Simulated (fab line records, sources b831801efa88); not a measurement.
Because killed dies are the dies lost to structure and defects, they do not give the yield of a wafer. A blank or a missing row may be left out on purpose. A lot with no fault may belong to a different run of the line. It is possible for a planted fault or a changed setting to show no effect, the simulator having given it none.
fab line records	flow gf180mcu
[record] lots = 11	wafers = 33	lastDay = 34
route steps=602 shown DNWELL@41 NWELL@49 VT_IMPLANT@99
lots untouched by any fault: they come from a run of this same line in which no faults occurred
startH: the number of hours between the record's first day and the start of the first shown wafer of the lot	waitH: hours since the lot's step before	" identical to the entry in the row above	L1.1+2: a single row standing in for several wafers	- no value, or no start given	* or withheld: withheld	< > ~ a bound
route shown NAME@n: a module of which the file shows steps, and the number in the route of the first	usual: average and standard deviation across the fault-free wafers	same: alike in all rows	chamber/n: place in a boat	sites: the reading at each site	_std_site: how widely they spread, as a standard deviation	_edge_site: the outer-site mean with the inner-site mean subtracted	radiusMm: how far each site lies from the wafer's centre	mask NAME#n: copy n	behind: the tool/chamber that last shaped the wafer	hold: why the lot was held/for how many hours/how that ended	device: the transistor (n, p or np) that didn't switch	end of line: the route-end tests of the same wafers	where a step has no rows: the recipe by itself	killed: dies that structure and defects cost at the first sort, which is not the same as the wafer's yield	map: shows each die of a wafer: x if killed, . if not, _ if none is there
set.NAME: the setting the step ran with; set.NAME@STEP: the setting that earlier step ran with	model.NAME: the simulator's own value behind a step, which no gauge read
a sample of lots followed through the steps of the route, with each step as a table and each wafer as a row
services: a tool's chamber out of use, with start hour (startH, from the record's first day; less than 0 if before it), hours out, and reason
[[steps]]
[step GF_DNWELL_TW_MEAS_09]
[usual] DNWELL_TW = 1363/8.9
lot.wafer	tool	chamber	startH	waitH	DNWELL_TW
L710.2	filmMetro-01	-	43.79	0.1	1366
L710.5	"	-	"	"	1361
L710.6	"	-	"	"	1364
L711.3	filmMetro-01	-	48.30	0.1	1363
L711.4	"	-	"	"	1365
L711.5	"	-	"	"	1364
L712.4	filmMetro-01	-	54.06	0.1	1358
L712.5	"	-	"	"	1363
L712.6	"	-	"	"	1356
L713.1	filmMetro-04	-	59.53	0.1	1381
L713.2	"	-	"	"	1371
L713.6	"	-	"	"	1377
L719.3	filmMetro-03	-	93.85	0.1	1361
L719.4	"	-	"	"	1358
L719.5	"	-	"	"	1351
L723.3	filmMetro-04	-	114.45	0.1	1371
L723.5	"	-	"	"	1370
L723.6	"	-	"	"	1378
L725.1	filmMetro-03	-	122.13	0.1	1381
L725.2	"	-	"	"	1377
L725.3	"	-	"	"	1373
L726.1	filmMetro-01	-	127.88	0.1	1349
L726.4	"	-	"	"	1350
L726.5	"	-	"	"	1358
L727.2	filmMetro-03	-	132.34	0.1	1361
L727.3	"	-	"	"	1368
L727.4	"	-	"	"	1355
L732.2	filmMetro-04	-	158.95	0.1	1359
L732.3	"	-	"	"	1354
L732.6	"	-	"	"	1351
L733.3	filmMetro-03	-	172.06	0.1	1362
L733.5	"	-	"	"	1355
L733.6	"	-	"	"	1356
[step GF_NWELL_OVL_MEAS_07]
[usual] NWELL_OVL = -0.6/1.5
lot.wafer	tool	chamber	startH	waitH	NWELL_OVL[nm]
L710.2	overlay-01	-	56.25	-	0.6
L710.5	"	-	"	"	1.1
L710.6	"	-	"	"	-1.0
L711.3	overlay-02	-	60.70	-	-0.7
L711.4	"	-	"	"	0.1
L711.5	"	-	"	"	-0.8
L712.4	overlay-01	-	66.51	-	-2.3
L712.5	"	-	"	"	-0.6
L712.6	"	-	"	"	-1.6
L713.1	overlay-02	-	72.39	-	0.4
L713.2	"	-	"	"	0.8
L713.6	"	-	"	"	-2.1
L719.3	overlay-02	-	108.15	-	-0.7
L719.4	"	-	"	"	2.1
L719.5	"	-	"	"	-0.7
L723.3	overlay-02	-	129.11	-	-2.2
L723.5	"	-	"	"	-2.2
L723.6	"	-	"	"	-2.5
L725.1	overlay-01	-	137.29	-	0.2
L725.2	"	-	"	"	-1.1
L725.3	"	-	"	"	-2.1
L726.1	overlay-01	-	142.94	-	-1.8
L726.4	"	-	"	"	0.5
L726.5	"	-	"	"	-0.6
L727.2	overlay-02	-	147.89	-	-0.6
L727.3	"	-	"	"	-0.5
L727.4	"	-	"	"	0.1
L732.2	overlay-02	-	175.14	-	0.6
L732.3	"	-	"	"	1.4
L732.6	"	-	"	"	-0.9
L733.3	overlay-01	-	189.75	-	-1.5
L733.5	"	-	"	"	-1.6
L733.6	"	-	"	"	-1.4
[step GF_VT_IMPLANT_STRIP_09]
[recipe] chemistry = O2/N2	powerW = 1400	pressureMtorr = 1500	platenTempC = 250	o2FlowSccm = 3000	n2FlowSccm = 300	overashFraction = 0.5
[usual] drypumpMotorCurrentA = 5.9/0.34	heaterPowerW = 338/18	n2FlowSccm = 300.1/0.99	o2FlowSccm = 2999/8.3	oesProductAu = 0.716/0.0047	stripTimeToEndpointS = 12.63/0.034
lot.wafer	tool	chamber	startH	waitH	drypumpMotorCurrentA	heaterPowerW	n2FlowSccm	o2FlowSccm	oesProductAu	rfHoursCounterH	stripTimeToEndpointS
L710.2	plasmaAsher-03	0	112.57	0.1	5.8	328	299.8	3003	0.715	31	12.62
L710.5	"	1	"	"	6.5	340	300.4	3001	0.722	-	12.66
L710.6	"	0	"	"	5.8	337	300.3	2997	0.720	-	12.65
L711.3	plasmaAsher-01	1	115.71	0.1	6.0	337	299.5	2996	0.719	-	12.61
L711.4	"	0	"	"	6.0	327	300.3	2998	0.711	-	12.62
L711.5	"	1	"	"	6.0	347	300.2	3004	0.715	-	12.56
L712.4	plasmaAsher-01	0	122.66	0.1	6.0	317	299.9	3003	0.714	-	12.56
L712.5	"	0	"	"	6.0	326	299.8	3004	0.715	-	12.63
L712.6	"	1	"	"	6.0	347	299.7	3008	0.721	-	12.64
L713.1	plasmaAsher-02	0	129.88	0.1	6.1	333	300.9	2997	0.718	50	12.60
L713.2	"	1	"	"	5.4	365	300.3	2996	0.711	50	12.59
L713.6	"	1	"	"	5.4	374	300.3	2999	0.711	-	12.57
L719.3	plasmaAsher-01	1	170.46	0.1	6.0	352	299.1	3001	0.719	-	12.68
L719.4	"	0	"	"	6.0	327	301.1	2999	0.718	-	12.66
L719.5	"	1	"	"	5.9	347	298.2	2997	0.716	-	12.64
L723.3	plasmaAsher-02	1	194.66	0.1	5.4	374	299.7	3005	0.720	-	12.58
L723.5	"	1	"	"	5.4	363	300.6	3012	0.719	-	12.67
L723.6	"	0	"	"	6.1	325	299.8	2996	0.722	-	12.63
L725.1	plasmaAsher-02	0	204.07	0.1	6.1	324	301.1	2999	0.717	57	12.69
L725.2	"	1	"	"	5.4	370	300.9	3002	0.713	57	12.68
L725.3	"	1	"	"	5.4	369	300.9	3015	0.715	-	12.68
L726.1	plasmaAsher-02	1	211.92	0.1	5.4	374	301.2	2997	0.712	58	12.66
L726.4	"	0	"	"	6.1	317	299.9	2987	0.718	-	12.64
L726.5	"	0	"	"	6.1	319	300.6	3005	0.715	-	12.64
L727.2	plasmaAsher-01	1	216.62	0.1	6.0	341	300.5	2987	0.718	59	12.67
L727.3	"	1	"	"	6.0	338	299.8	2999	0.717	-	12.64
L727.4	"	0	"	"	6.0	316	299.6	3001	0.720	-	12.62
L732.2	plasmaAsher-01	0	246.66	0.1	6.0	323	299.5	3006	0.720	62	12.58
L732.3	"	0	"	"	6.0	318	300.9	2993	0.716	-	12.60
L732.6	"	1	"	"	6.0	345	299.7	2995	0.721	-	12.60
L733.3	plasmaAsher-03	0	263.86	0.1	5.8	331	300.7	3003	0.709	-	12.56
L733.5	"	1	"	"	6.5	334	297.3	2995	0.716	-	12.57
L733.6	"	0	"	"	5.8	333	299.8	2995	0.719	-	12.57
[step GF_VT_IMPLANT_IMPLANT_19]
[recipe] species = As	energyKev = 100	doseCm2 = 4.35e+12	tiltDeg = 7
[usual] doseIonsCm2 = 4.35e+12/4.4e+09	faradayCurrentUA = 24.5/0.46
lot.wafer	tool	chamber	startH	waitH	doseIonsCm2	faradayCurrentUA
L710.2	implanter-02	0	126.96	0.0	4.355e+12	24.3
L710.5	"	0	"	"	4.351e+12	24.3
L710.6	"	0	"	"	4.35e+12	24.9
L711.3	implanter-02	0	130.68	0.1	4.349e+12	24.9
L711.4	"	0	"	"	4.346e+12	24.5
L711.5	"	0	"	"	4.345e+12	24.3
L712.4	implanter-01	0	137.94	0.1	4.347e+12	23.6
L712.5	"	0	"	"	4.348e+12	24.4
L712.6	"	0	"	"	4.354e+12	24.3
L713.1	implanter-03	0	145.23	0.0	4.351e+12	23.5
L713.2	"	0	"	"	4.352e+12	24.6
L713.6	"	0	"	"	4.348e+12	24.5
L719.3	implanter-02	0	186.82	0.1	3.538e+12	19.9
L719.4	"	0	"	"	3.531e+12	19.8
L719.5	"	0	"	"	3.532e+12	19.5
L723.3	implanter-02	0	212.07	0.1	3.53e+12	20.2
L723.5	"	0	"	"	3.528e+12	19.4
L723.6	"	0	"	"	3.533e+12	20.5
L725.1	implanter-01	0	221.72	0.0	4.35e+12	24.8
L725.2	"	0	"	"	4.354e+12	24.7
L725.3	"	0	"	"	4.35e+12	24.0
L726.1	implanter-01	0	229.37	0.0	4.355e+12	24.8
L726.4	"	0	"	"	4.346e+12	24.7
L726.5	"	0	"	"	4.344e+12	24.3
L727.2	implanter-03	0	234.55	0.0	4.354e+12	24.9
L727.3	"	0	"	"	4.346e+12	25.3
L727.4	"	0	"	"	4.36e+12	24.9
L732.2	implanter-02	0	265.20	0.0	4.353e+12	24.4
L732.3	"	0	"	"	4.354e+12	25.3
L732.6	"	0	"	"	4.356e+12	23.8
L733.3	implanter-02	0	282.73	0.1	4.351e+12	24.1
L733.5	"	0	"	"	4.347e+12	24.0
L733.6	"	0	"	"	4.347e+12	23.6
[step GF_VT_IMPLANT_TW_MEAS_21]
[usual] VT_IMPLANT_2_TW = 1217/9.9
lot.wafer	tool	chamber	startH	waitH	hold	VT_IMPLANT_2_TW
L710.2	filmMetro-03	-	127.19	0.1	-	1228
L710.5	"	-	"	"	-	1230
L710.6	"	-	"	"	-	1228
L711.3	filmMetro-01	-	130.90	0.1	-	1224
L711.4	"	-	"	"	-	1218
L711.5	"	-	"	"	-	1223
L712.4	filmMetro-02	-	138.15	0.1	-	1209
L712.5	"	-	"	"	-	1208
L712.6	"	-	"	"	-	1206
L713.1	filmMetro-03	-	145.48	0.1	-	1229
L713.2	"	-	"	"	-	1237
L713.6	"	-	"	"	-	1232
L719.3	filmMetro-02	-	187.08	0.1	awaitDispo/0.2h/release	1128
L719.4	"	-	"	"	awaitDispo/0.2h/release	1129
L719.5	"	-	"	"	awaitDispo/0.2h/release	1130
L719.3	filmMetro-02	-	187.39	0.3	-	1127
L719.4	"	-	"	"	-	1128
L719.5	"	-	"	"	-	1128
L723.3	filmMetro-03	-	212.29	0.1	awaitDispo/0.2h/release	1149
L723.5	"	-	"	"	awaitDispo/0.2h/release	1143
L723.6	"	-	"	"	awaitDispo/0.2h/release	1143
L723.3	filmMetro-03	-	212.52	0.2	-	1152
L723.5	"	-	"	"	-	1146
L723.6	"	-	"	"	-	1149
L725.1	filmMetro-01	-	221.97	0.1	-	1205
L725.2	"	-	"	"	-	1207
L725.3	"	-	"	"	-	1210
L726.1	filmMetro-01	-	229.62	0.1	-	1213
L726.4	"	-	"	"	-	1208
L726.5	"	-	"	"	-	1212
L727.2	filmMetro-01	-	234.78	0.1	-	1215
L727.3	"	-	"	"	-	1209
L727.4	"	-	"	"	-	1213
L732.2	filmMetro-03	-	265.43	0.1	-	1225
L732.3	"	-	"	"	-	1228
L732.6	"	-	"	"	-	1227
L733.3	filmMetro-02	-	282.95	0.1	-	1212
L733.5	"	-	"	"	-	1216
L733.6	"	-	"	"	-	1208
[[services]]
tool	chamber	startH	hours	kind
plasmaAsher-03	-	98.16	2.0	repair
plasmaAsher-03	-	121.61	2.8	pm
implanter-03	-	128.20	9.1	pm
implanter-02	-	132.52	3.0	repair
implanter-03	-	145.74	5.4	repair
implanter-03	-	153.04	6.5	repair
implanter-01	-	154.14	3.2	pm
implanter-03	-	187.60	1.3	repair
implanter-03	-	212.37	5.2	pm
implanter-02	-	217.26	4.1	pm
implanter-03	-	217.58	7.2	pm
[[key]]
[firstSign] step = GF_VT_IMPLANT_IMPLANT_19	reading = doseIonsCm2	direction = down	sigmas = 99+	usual = 4.35e+12	struck = 3.532e+12
[effect] step = GF_VT_IMPLANT_IMPLANT_19	reading = faradayCurrentUA	direction = down	sigmas = 10	usual = 24.5	struck = 19.9
[effect] step = GF_VT_IMPLANT_TW_MEAS_21	reading = visit	direction = added
[effect] step = GF_VT_IMPLANT_TW_MEAS_21	reading = VT_IMPLANT_2_TW	direction = down	sigmas = 8.1	usual = 1217	struck = 1137
metAt GF_VT_IMPLANT_IMPLANT_19
struckLots L719,L723
testerLeftOut L719,L723
notActingAt GF_DNWELL_TW_MEAS_09,GF_NWELL_OVL_MEAS_07,GF_VT_IMPLANT_STRIP_09
onsetBetween 130.68 186.82
[fault] kind = processParameterDrift	tool = implanter-02	chamber = -	onsetH = 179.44	steps = GF_VT_IMPLANT_IMPLANT_19	channel = doseCm2	offset = -8.1747e+11	shape = step	endH = 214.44	actsIn = theseRecipesOnly	stated = 4.35e+12
// testerLeftOut: of these lots the tester's yield and bins aren't shown, on N5 and GAA mostly nor the transistor test; their killed dies are dies lost to structure and defects alone, not to doping, threshold or leakage, so they don't give the yield
